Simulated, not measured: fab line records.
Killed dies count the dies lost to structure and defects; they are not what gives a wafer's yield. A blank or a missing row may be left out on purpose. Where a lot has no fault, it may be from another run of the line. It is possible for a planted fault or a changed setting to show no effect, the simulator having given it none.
fab line records    flow gf180mcu    part 1 of 2: steps 1 to 27 of 37
record lots=5  wafers=15  last_day=34
route steps=602 shown V3@430 M4@456
lots untouched by any fault: they come from a run of this same line in which no faults occurred
start_h: the number of hours between the record's first day and the start of the first shown wafer of the lot    wait_h: how many hours have passed since the lot's step before this one    " same as the row above    L1.1+2: a row that stands for several wafers    - no value, or no start given    * or withheld: withheld    < > ~ a bound
route shown NAME@n: NAME is a module with steps in the file, n the number in the route of the first one    usual: mean and standard deviation over wafers with no fault    same: alike in all rows    chamber/n: place in a boat    sites: readings site by site    _std_site: the standard deviation of these    _edge_site: the outer-site mean with the inner-site mean subtracted    radius_mm: how far each site lies from the wafer's centre    mask NAME#n: copy n    behind: the last tool/chamber to shape the wafer    hold: what put the lot on hold/how long, in hours/how the hold closed    device: the n, p or np transistor that did not switch    end of line: at the end of the route, the tests of the same wafers    a step with no rows: only its recipe    killed: not the wafer's yield, but the dies lost to structure and defects at the first sort    map: the dies of a wafer, with x for killed, . for not killed, _ for no die there
set.NAME: the setting the step ran with; set.NAME@STEP: the setting that earlier step ran with    model.NAME: the simulator's own value behind a step, which no gauge read
lots at selected steps of the route; one table per step, one row per wafer
services: from which hour (start_h, from the record's first day; less than 0 if before it) a tool's chamber was out of use, for how many hours, and why
## steps
# step GF_V3_THK_MEAS_01
# recipe reads=SiO2_of_V3_CVD_00
# usual V3_CVD_00_THK=600/6.9
lot.wafer  tool           chamber  start_h  wait_h  V3_CVD_00_THK[nm]
L078.1     film_metro-04  -        532.23   0.0     598
L078.4     "              -        "        "       597
L078.5     "              -        "        "       604
L081.2     film_metro-04  -        560.09   0.0     595
L081.4     "              -        "        "       592
L081.6     "              -        "        "       589
L082.3     film_metro-04  -        576.68   0.1     604
L082.4     "              -        "        "       605
L082.5     "              -        "        "       601
L095.1     film_metro-02  -        666.37   0.0     605
L095.3     "              -        "        "       603
L095.5     "              -        "        "       605
L096.1     film_metro-04  -        672.21   0.0     601
L096.2     "              -        "        "       596
L096.6     "              -        "        "       596
# step GF_V3_CVD_02
# recipe material=SiO2  target_thk_nm=850  precursor=TEOS  temp_c=400  time_s=94.851  rf_w=600
# usual heater_power_outer_w=379/76  heater_power_w=663/98
lot.wafer  tool      chamber  start_h  wait_h  heater_power_outer_w  heater_power_w
L078.1     pecvd-01  2        532.29   0.1     378                   679
L078.4     "         2        "        "       403                   715
L078.5     "         1        "        "       309                   556
L081.2     pecvd-04  1        560.14   0.0     394                   656
L081.4     "         0        "        "       400                   716
L081.6     "         2        "        "       227                   476
L082.3     pecvd-04  1        576.72   0.0     428                   699
L082.4     "         0        "        "       307                   589
L082.5     "         2        "        "       229                   477
L095.1     pecvd-04  0        666.43   0.1     397                   689
L095.3     "         2        "        "       267                   528
L095.5     "         1        "        "       414                   705
L096.1     pecvd-03  2        672.27   0.1     409                   734
L096.2     "         0        "        "       397                   637
L096.6     "         0        "        "       446                   729
# step GF_V3_THK_MEAS_03
# recipe reads=SiO2_of_V3_CVD_02
# usual V3_CVD_02_THK=849/11
lot.wafer  tool           chamber  start_h  wait_h  V3_CVD_02_THK[nm]
L078.1     film_metro-04  -        532.36   0.0     840
L078.4     "              -        "        "       844
L078.5     "              -        "        "       852
L081.2     film_metro-03  -        560.22   0.0     844
L081.4     "              -        "        "       862
L081.6     "              -        "        "       849
L082.3     film_metro-04  -        576.81   0.1     841
L082.4     "              -        "        "       839
L082.5     "              -        "        "       844
L095.1     film_metro-03  -        666.50   0.0     839
L095.3     "              -        "        "       838
L095.5     "              -        "        "       851
L096.1     film_metro-04  -        672.34   0.0     842
L096.2     "              -        "        "       843
L096.6     "              -        "        "       863
# step GF_V3_CMP_04
# recipe material=SiO2  down_force_psi=4  platen_rpm=60  pad_velocity_m_s=0.94248
# usual motor_current_A=11.7/1  time_to_endpoint_s=80/5.4
lot.wafer  tool    chamber  start_h  wait_h  motor_current_A  time_to_endpoint_s
L078.4     cmp-02  1        532.52   0.1     12.7             75
L078.1     "       2        "        "       11.4             77
L078.5     "       0        "        "       11.2             76
L081.2     cmp-02  3        560.32   0.1     12.2             75
L081.4     "       1        "        "       12.8             80
L081.6     "       3        "        "       12.0             80
L082.3     cmp-01  3        576.95   0.1     11.7             74
L082.4     "       0        "        "       10.5             77
L082.5     "       2        "        "       13.8             77
L095.1     cmp-02  0        666.56   0.1     11.4             78
L095.3     "       2        "        "       10.9             76
L095.5     "       1        "        "       11.9             82
L096.2     cmp-01  2        672.40   0.0     13.6             68
L096.1     "       1        "        "       11.9             72
L096.6     "       2        "        "       13.6             75
# step GF_V3_BOW_MEAS_05
# recipe mode=bow
# usual V3_BOW=115/9.2
lot.wafer  tool           chamber  start_h  wait_h  V3_BOW[um]
L078.1     film_metro-02  -        532.72   0.1     108
L078.4     "              -        "        "       108
L078.5     "              -        "        "       110
L081.2     film_metro-04  -        560.59   0.2     114
L081.4     "              -        "        "       115
L081.6     "              -        "        "       115
L082.3     film_metro-02  -        577.19   0.2     102
L082.4     "              -        "        "       110
L082.5     "              -        "        "       102
L095.1     film_metro-02  -        666.86   0.2     128
L095.3     "              -        "        "       124
L095.5     "              -        "        "       126
L096.1     film_metro-04  -        672.70   0.1     114
L096.2     "              -        "        "       109
L096.6     "              -        "        "       108
# step GF_V3_DEHYDRATE_06
# recipe temp_c=200  time_s=60
# usual exhaust_pa=44.9/0.94
lot.wafer  tool            chamber  start_h  wait_h  exhaust_pa
L078.1     litho_track-03  0        543.28   10.5    42.7
L078.4     "               0        "        "       42.8
L078.5     "               0        "        "       43.3
L081.2     litho_track-02  0        570.58   10.0    45.1
L081.4     "               0        "        "       46.1
L081.6     "               0        "        "       44.6
L082.3     litho_track-02  0        585.95   8.7     45.3
L082.4     "               0        "        "       45.3
L082.5     "               0        "        "       45.9
L095.1     litho_track-02  0        674.95   8.1     45.5
L095.3     "               0        "        "       44.2
L095.5     "               0        "        "       45.0
L096.1     litho_track-02  0        682.30   9.6     43.3
L096.2     "               0        "        "       42.5
L096.6     "               0        "        "       43.6
# step GF_V3_HMDS_07
# recipe prime_time_s=60  prime_temp_c=120
# usual exhaust_pa=45.1/0.81
lot.wafer  tool            chamber  start_h  wait_h  exhaust_pa
L078.1     litho_track-03  0        543.43   0.1     45.9
L078.4     "               0        "        "       46.0
L078.5     "               0        "        "       44.5
L081.2     litho_track-02  0        570.73   0.1     44.8
L081.4     "               0        "        "       44.5
L081.6     "               0        "        "       44.7
L082.3     litho_track-02  0        586.10   0.1     45.5
L082.4     "               0        "        "       44.7
L082.5     "               0        "        "       43.8
L095.1     litho_track-02  0        675.10   0.1     45.0
L095.3     "               0        "        "       45.4
L095.5     "               0        "        "       46.7
L096.1     litho_track-02  0        682.45   0.1     45.6
L096.2     "               0        "        "       46.1
L096.6     "               0        "        "       45.9
# step GF_V3_COAT_08
# recipe resist=BARC  temp_c=withheld  time_s=withheld  spin_rpm=withheld  resist_thk_nm=withheld
# usual exhaust_pa=44.8/0.83
lot.wafer  tool            chamber  start_h  wait_h  exhaust_pa
L078.1     litho_track-03  0        543.58   0.1     45.8
L078.4     "               0        "        "       45.3
L078.5     "               0        "        "       45.3
L081.2     litho_track-02  0        570.88   0.1     45.4
L081.4     "               0        "        "       44.0
L081.6     "               0        "        "       44.9
L082.3     litho_track-02  0        586.25   0.1     43.5
L082.4     "               0        "        "       43.7
L082.5     "               0        "        "       44.8
L095.1     litho_track-02  0        675.25   0.1     45.2
L095.3     "               0        "        "       44.4
L095.5     "               0        "        "       43.7
L096.1     litho_track-02  0        682.60   0.1     43.2
L096.2     "               0        "        "       43.8
L096.6     "               0        "        "       43.9
# step GF_V3_COAT_09
# recipe resist=KrF  spin_rpm=withheld  resist_thk_nm=1000
# usual exhaust_pa=44.9/0.88
lot.wafer  tool            chamber  start_h  wait_h  exhaust_pa
L078.1     litho_track-03  0        -        -       44.7
L078.4     "               0        "        "       44.0
L078.5     "               0        "        "       43.7
L081.2     litho_track-02  0        -        -       44.0
L081.4     "               0        "        "       45.3
L081.6     "               0        "        "       43.2
L082.3     litho_track-02  0        -        -       45.2
L082.4     "               0        "        "       44.1
L082.5     "               0        "        "       44.3
L095.1     litho_track-02  0        -        -       46.3
L095.3     "               0        "        "       45.5
L095.5     "               0        "        "       44.6
L096.1     litho_track-02  0        -        -       44.8
L096.2     "               0        "        "       45.4
L096.6     "               0        "        "       45.2
# step GF_V3_SOFTBAKE_10
# recipe temp_c=130  time_s=60  resist=KrF
# usual exhaust_pa=44.9/0.9
lot.wafer  tool            chamber  start_h  wait_h  exhaust_pa
L078.1     litho_track-03  0        -        -       44.9
L078.4     "               0        "        "       45.7
L078.5     "               0        "        "       44.6
L081.2     litho_track-02  0        -        -       44.7
L081.4     "               0        "        "       45.0
L081.6     "               0        "        "       44.3
L082.3     litho_track-02  0        -        -       45.1
L082.4     "               0        "        "       43.3
L082.5     "               0        "        "       44.9
L095.1     litho_track-02  0        -        -       45.8
L095.3     "               0        "        "       45.4
L095.5     "               0        "        "       45.9
L096.1     litho_track-02  0        -        -       45.6
L096.2     "               0        "        "       46.0
L096.6     "               0        "        "       45.1
# step GF_V3_EXPOSE_11
# recipe mask_id=Via3  target_cd_nm=260  na=0.68  source_shape=conventional  sigma_outer=0.6  dose_mj=38
# same sigma_outer=0.6
lot.wafer   tool            chamber  start_h  wait_h  mask
L078.1+4+5  krf_scanner-01  0        -        -       Via3#0
L081.2+4+6  krf_scanner-01  0        -        -       Via3#0
L082.3+4+5  krf_scanner-01  0        -        -       Via3#0
L095.1+3+5  krf_scanner-02  0        -        -       Via3#0
L096.1+2+6  krf_scanner-01  0        -        -       Via3#0
# step GF_V3_PEB_12
# recipe peb_temp_c=135  peb_time_s=90  resist=KrF
# usual exhaust_pa=45.1/0.97
lot.wafer  tool            chamber  start_h  wait_h  exhaust_pa
L078.1     litho_track-01  0        -        -       44.9
L078.4     "               0        "        "       43.7
L078.5     "               0        "        "       45.0
L081.2     litho_track-01  0        -        -       45.5
L081.4     "               0        "        "       46.4
L081.6     "               0        "        "       45.7
L082.3     litho_track-01  0        -        -       45.1
L082.4     "               0        "        "       45.6
L082.5     "               0        "        "       44.1
L095.1     litho_track-03  0        -        -       44.0
L095.3     "               0        "        "       43.6
L095.5     "               0        "        "       44.6
L096.1     litho_track-03  0        -        -       46.4
L096.2     "               0        "        "       45.2
L096.6     "               0        "        "       44.4
# step GF_V3_DEVELOP_13
# recipe develop_time_s=60  resist=KrF  dev_temp_c=21
# usual exhaust_pa=44.8/0.85
# same develop_time_s=60
lot.wafer  tool            chamber  start_h  wait_h  exhaust_pa
L078.1     litho_track-01  0        555.31   0.2     44.9
L078.4     "               0        "        "       44.8
L078.5     "               0        "        "       44.7
L081.2     litho_track-01  0        581.43   0.2     44.6
L081.4     "               0        "        "       45.3
L081.6     "               0        "        "       44.0
L082.3     litho_track-01  0        598.26   0.1     44.9
L082.4     "               0        "        "       44.8
L082.5     "               0        "        "       46.3
L095.1     litho_track-03  0        685.83   0.2     44.7
L095.3     "               0        "        "       45.3
L095.5     "               0        "        "       45.9
L096.1     litho_track-03  0        692.23   0.2     43.8
L096.2     "               0        "        "       43.1
L096.6     "               0        "        "       44.3
# step GF_V3_CD_MEAS_14
# recipe target_cd_nm=260
# usual cd_nm=260.4/1.1
lot.wafer  tool       chamber  start_h  wait_h  cd_nm
L078.1     cd_sem-01  -        555.46   0.1     261.5
L078.4     "          -        "        "       260.8
L078.5     "          -        "        "       262.1
L081.2     cd_sem-02  -        581.58   0.1     261.1
L081.4     "          -        "        "       259.9
L081.6     "          -        "        "       260.4
L082.3     cd_sem-01  -        598.40   0.1     260.0
L082.4     "          -        "        "       261.2
L082.5     "          -        "        "       261.6
L095.1     cd_sem-02  -        685.98   0.1     259.9
L095.3     "          -        "        "       259.9
L095.5     "          -        "        "       260.0
L096.1     cd_sem-02  -        692.38   0.1     261.9
L096.2     "          -        "        "       261.2
L096.6     "          -        "        "       261.7
# step GF_V3_OVL_MEAS_15
# usual V3_OVL=-1/5.1
lot.wafer  tool        chamber  start_h  wait_h  V3_OVL[nm]
L078.1     overlay-02  -        555.58   0.1     6
L078.4     "           -        "        "       4
L078.5     "           -        "        "       6
L081.2     overlay-01  -        581.68   0.1     1
L081.4     "           -        "        "       1
L081.6     "           -        "        "       3
L082.3     overlay-01  -        598.49   0.1     1
L082.4     "           -        "        "       2
L082.5     "           -        "        "       0
L095.1     overlay-01  -        686.10   0.1     -7
L095.3     "           -        "        "       -3
L095.5     "           -        "        "       -8
L096.1     overlay-01  -        692.50   0.1     -10
L096.2     "           -        "        "       -2
L096.6     "           -        "        "       0
# step GF_V3_ETCH_16
# recipe chemistry=N2/H2  target_depth_a=withheld  overetch_a=withheld  time_s=withheld  target=BARC  ion_energy_ev=200  source_w=500  bias_w=100  pressure_mtorr=30  n2_flow_sccm=100  h2_flow_sccm=200
# usual drypump_motor_current_A=6.0/0.33  oes_product_au=0.855/0.0046  throttle_valve_pct=13.225/0.0081
lot.wafer  tool         chamber  start_h  wait_h  drypump_motor_current_A  oes_product_au  throttle_valve_pct
L078.1     rie_diel-02  1        555.61   0.0     5.8                      0.854           13.216
L078.4     "            1        "        "       5.8                      0.853           13.224
L078.5     "            0        "        "       6.5                      0.860           13.223
L081.2     rie_diel-02  0        581.71   0.0     6.5                      0.859           13.230
L081.4     "            1        "        "       5.8                      0.855           13.233
L081.6     "            0        "        "       6.5                      0.857           13.222
L082.3     rie_diel-02  0        598.51   0.0     6.5                      0.856           13.225
L082.4     "            0        "        "       6.5                      0.858           13.234
L082.5     "            1        "        "       5.8                      0.847           13.207
L095.1     rie_diel-02  1        686.13   0.0     5.8                      0.860           13.232
L095.3     "            0        "        "       6.5                      0.854           13.220
L095.5     "            1        "        "       5.8                      0.856           13.215
L096.1     rie_diel-02  0        692.53   0.0     6.5                      0.854           13.216
L096.2     "            2        "        "       6.3                      0.857           13.219
L096.6     "            3        "        "       5.8                      0.861           13.237
# step GF_V3_ETCH_17
# recipe chemistry=C4F8/O2/Ar  mask_material=KrF  target=SiO2  stop_on=TiN  source_w=1500  bias_w=1200  pressure_mtorr=40  c4f8_flow_sccm=withheld  O2_flow_sccm=6  Ar_flow_sccm=300  time_s=withheld  target_depth_a=6350
# usual oes_product_au=0.855/0.0051
lot.wafer  tool         chamber  start_h  wait_h  oes_product_au
L078.1     rie_diel-02  1        -        -       0.858
L078.4     "            1        "        "       0.853
L078.5     "            0        "        "       0.855
L081.2     rie_diel-02  0        -        -       0.855
L081.4     "            1        "        "       0.849
L081.6     "            0        "        "       0.854
L082.3     rie_diel-02  0        -        -       0.865
L082.4     "            0        "        "       0.858
L082.5     "            1        "        "       0.858
L095.1     rie_diel-02  1        -        -       0.850
L095.3     "            0        "        "       0.857
L095.5     "            1        "        "       0.847
L096.1     rie_diel-02  0        -        -       0.853
L096.2     "            2        "        "       0.853
L096.6     "            3        "        "       0.864
# step GF_V3_STRIP_18
# recipe chemistry=O2/N2  power_w=1400  pressure_mtorr=1500  platen_temp_c=250  o2_flow_sccm=3000  n2_flow_sccm=300  overash_fraction=0.5
# usual drypump_motor_current_A=5.6/0.43  heater_power_w=311/29  oes_product_au=0.593/0.005
lot.wafer  tool             chamber  start_h  wait_h  drypump_motor_current_A  heater_power_w  oes_product_au  rf_hours_counter_h
L078.1     plasma_asher-04  0        555.74   -       5.2                      284             0.592           82
L078.4     "                0        "        "       5.2                      279             0.594           -
L078.5     "                0        "        "       5.2                      277             0.598           -
L081.2     plasma_asher-01  1        581.84   -       5.2                      326             0.597           90
L081.4     "                0        "        "       6.2                      309             0.600           -
L081.6     "                0        "        "       6.2                      302             0.590           -
L082.3     plasma_asher-04  1        598.68   -       5.8                      314             0.588           -
L082.4     "                0        "        "       5.2                      272             0.597           -
L082.5     "                0        "        "       5.2                      274             0.598           -
L095.1     plasma_asher-01  1        686.26   -       5.2                      340             0.601           101
L095.3     "                0        "        "       6.1                      302             0.591           -
L095.5     "                0        "        "       6.1                      301             0.601           -
L096.1     plasma_asher-01  1        692.66   -       5.2                      342             0.595           102
L096.2     "                0        "        "       6.1                      306             0.596           102
L096.6     "                1        "        "       5.2                      352             0.599           -
# step GF_V3_STRIP_19
# recipe chemistry=post_etch_residue_remover  time_s=1200  temp_c=72.5
lot.wafer   tool          chamber  start_h  wait_h
L078.1+4+5  wet_bench-02  3        555.84   0.1
L081.2+4+6  wet_bench-04  2        581.94   0.1
L082.3+4+5  wet_bench-02  2        598.74   0.0
L095.1+3+5  wet_bench-02  1        686.36   0.1
L096.1+2+6  wet_bench-04  2        692.76   0.1
# step GF_V3_CLEAN_20
# recipe chemistry=DIW  dry=n2_spin
lot.wafer   tool          chamber  start_h  wait_h
L078.1+4+5  wet_bench-04  2        556.19   0.0
L081.2+4+6  wet_bench-02  1        582.31   0.0
L082.3+4+5  wet_bench-01  2        599.12   0.0
L095.1+3+5  wet_bench-04  1        686.71   0.0
L096.1+2+6  wet_bench-02  1        693.11   0.0
# step GF_V3_SPUTTER_21
# recipe material=Ti  target_thk_nm=15  chamber_pressure_pa=5  power_w=2500  substrate_temp_c=200  time_s=80.02
# usual throttle_valve_pct=29.9/1.3
lot.wafer  tool            chamber  start_h  wait_h  throttle_valve_pct
L078.1     pvd_sputter-03  -        556.29   0.0     30.3
L078.4     "               -        "        "       29.7
L078.5     "               -        "        "       31.9
L081.2     pvd_sputter-04  -        582.40   0.0     32.6
L081.4     "               -        "        "       30.0
L081.6     "               -        "        "       32.5
L082.3     pvd_sputter-03  -        599.21   0.0     31.9
L082.4     "               -        "        "       30.5
L082.5     "               -        "        "       31.5
L095.1     pvd_sputter-01  -        686.81   0.0     28.9
L095.3     "               -        "        "       27.7
L095.5     "               -        "        "       27.7
L096.1     pvd_sputter-04  -        693.21   0.0     32.8
L096.2     "               -        "        "       29.4
L096.6     "               -        "        "       32.8
# step GF_V3_SPUTTER_22
# recipe material=TiN  target_thk_nm=10  chamber_pressure_pa=5  power_w=4000  time_s=40
# usual throttle_valve_pct=29.9/1.3
lot.wafer  tool            chamber  start_h  wait_h  throttle_valve_pct
L078.1     pvd_sputter-03  -        556.35   0.0     30.6
L078.4     "               -        "        "       29.7
L078.5     "               -        "        "       32.0
L081.2     pvd_sputter-04  -        582.47   0.0     32.3
L081.4     "               -        "        "       30.0
L081.6     "               -        "        "       32.7
L082.3     pvd_sputter-03  -        599.27   0.0     31.5
L082.4     "               -        "        "       30.6
L082.5     "               -        "        "       31.6
L095.1     pvd_sputter-01  -        686.87   0.0     28.7
L095.3     "               -        "        "       27.6
L095.5     "               -        "        "       27.8
L096.1     pvd_sputter-04  -        693.27   0.0     32.7
L096.2     "               -        "        "       29.0
L096.6     "               -        "        "       32.6
# step GF_V3_CVD_23
# recipe material=W  target_thk_nm=350  time_s=104.9  temp_c=400  pressure_torr=40
# usual heater_power_outer_w=548/24  heater_power_w=854/37
lot.wafer  tool      chamber  start_h  wait_h  heater_power_outer_w  heater_power_w
L078.1     cvd_w-02  0        556.39   0.0     515                   805
L078.4     "         1        "        "       536                   887
L078.5     "         0        "        "       503                   780
L081.2     cvd_w-02  0        582.50   0.0     501                   800
L081.4     "         1        "        "       539                   867
L081.6     "         0        "        "       517                   773
L082.3     cvd_w-02  0        599.35   0.1     516                   803
L082.4     "         1        "        "       542                   879
L082.5     "         1        "        "       548                   894
L095.1     cvd_w-02  1        686.91   0.0     558                   896
L095.3     "         1        "        "       555                   897
L095.5     "         1        "        "       560                   896
L096.1     cvd_w-02  0        693.31   0.0     510                   796
L096.2     "         1        "        "       533                   884
L096.6     "         1        "        "       557                   892
# step GF_V3_RS_MEAS_24
# recipe thk_meas_gauge=four-point-probe  reads=W_of_V3_CVD_23+TiN_of_V3_SPUTTER_22+Ti_of_V3_SPUTTER_21
# usual V3_W_RS=0.328/0.004
lot.wafer  tool           chamber  start_h  wait_h  V3_W_RS[ohm/sq]
L078.1     film_metro-04  -        556.50   0.1     0.327
L078.4     "              -        "        "       0.333
L078.5     "              -        "        "       0.326
L081.2     film_metro-03  -        582.64   0.1     0.320
L081.4     "              -        "        "       0.326
L081.6     "              -        "        "       0.323
L082.3     film_metro-02  -        599.58   0.2     0.320
L082.4     "              -        "        "       0.333
L082.5     "              -        "        "       0.333
L095.1     film_metro-04  -        687.02   0.1     0.327
L095.3     "              -        "        "       0.330
L095.5     "              -        "        "       0.327
L096.1     film_metro-04  -        693.42   0.1     0.322
L096.2     "              -        "        "       0.326
L096.6     "              -        "        "       0.322
# step GF_V3_THK_MEAS_25
# recipe thk_meas_gauge=xrf  reads=W_of_V3_CVD_23
# usual V3_W_THK=349/5.4
lot.wafer  tool           chamber  start_h  wait_h  V3_W_THK[nm]
L078.1     film_metro-04  -        556.62   0.1     352
L078.4     "              -        "        "       344
L078.5     "              -        "        "       352
L081.2     film_metro-03  -        582.75   0.1     357
L081.4     "              -        "        "       349
L081.6     "              -        "        "       354
L082.3     film_metro-02  -        599.68   0.1     355
L082.4     "              -        "        "       339
L082.5     "              -        "        "       338
L095.1     film_metro-04  -        687.14   0.1     353
L095.3     "              -        "        "       353
L095.5     "              -        "        "       354
L096.1     film_metro-04  -        693.54   0.1     358
L096.2     "              -        "        "       353
L096.6     "              -        "        "       359
# step GF_V3_CMP_26
# recipe stop_on=SiO2  down_force_psi=3.5  platen_rpm=60  t_overpolish_s=15  target_thk_nm=0  pad_velocity_m_s=0.94248
# usual motor_current_A=10.8/0.95  overpolish_run_s=15.000/0.0082  time_to_endpoint_s=83/3.5
lot.wafer  tool    chamber  start_h  wait_h  motor_current_A  overpolish_run_s  time_to_endpoint_s
L078.4     cmp-01  3        556.73   0.1     10.5             14.995            83
L078.1     "       1        "        "       10.4             14.993            87
L078.5     "       2        "        "       12.8             15.011            83
L081.4     cmp-02  2        582.85   0.1     10.3             14.999            86
L081.2     "       3        "        "       10.9             15.000            86
L081.6     "       1        "        "       12.1             15.007            86
L082.3     cmp-02  0        599.77   0.1     10.1             15.000            93
L082.4     "       1        "        "       11.1             14.995            89
L082.5     "       3        "        "       10.8             15.006            88
L095.1     cmp-01  0        687.20   0.1     9.6              14.980            82
L095.3     "       3        "        "       10.2             14.979            76
L095.5     "       0        "        "       9.6              15.007            84
L096.1     cmp-01  1        694.16   0.6     10.6             14.985            84
L096.2     "       0        "        "       9.9              14.998            83
L096.6     "       1        "        "       10.9             15.004            86
# step GF_M4_SPUTTER_00
# recipe material=Ti  target_thk_nm=37.5  arriving_ion_energy_ev=80  substrate_temp_c=200  chamber_pressure_pa=2  power_w=4000  time_s=150
# usual throttle_valve_pct=30.4/1.2
lot.wafer  tool            chamber  start_h  wait_h  throttle_valve_pct
L078.1     pvd_sputter-04  -        556.98   0.1     29.3
L078.4     "               -        "        "       30.1
L078.5     "               -        "        "       32.5
L081.2     pvd_sputter-04  -        583.10   0.1     29.6
L081.4     "               -        "        "       32.7
L081.6     "               -        "        "       29.0
L082.3     pvd_sputter-04  -        600.02   0.2     29.3
L082.4     "               -        "        "       32.5
L082.5     "               -        "        "       30.0
L095.1     pvd_sputter-04  -        687.50   0.2     29.4
L095.3     "               -        "        "       30.0
L095.5     "               -        "        "       29.5
L096.1     pvd_sputter-04  -        694.46   0.2     32.5
L096.2     "               -        "        "       30.0
L096.6     "               -        "        "       29.1
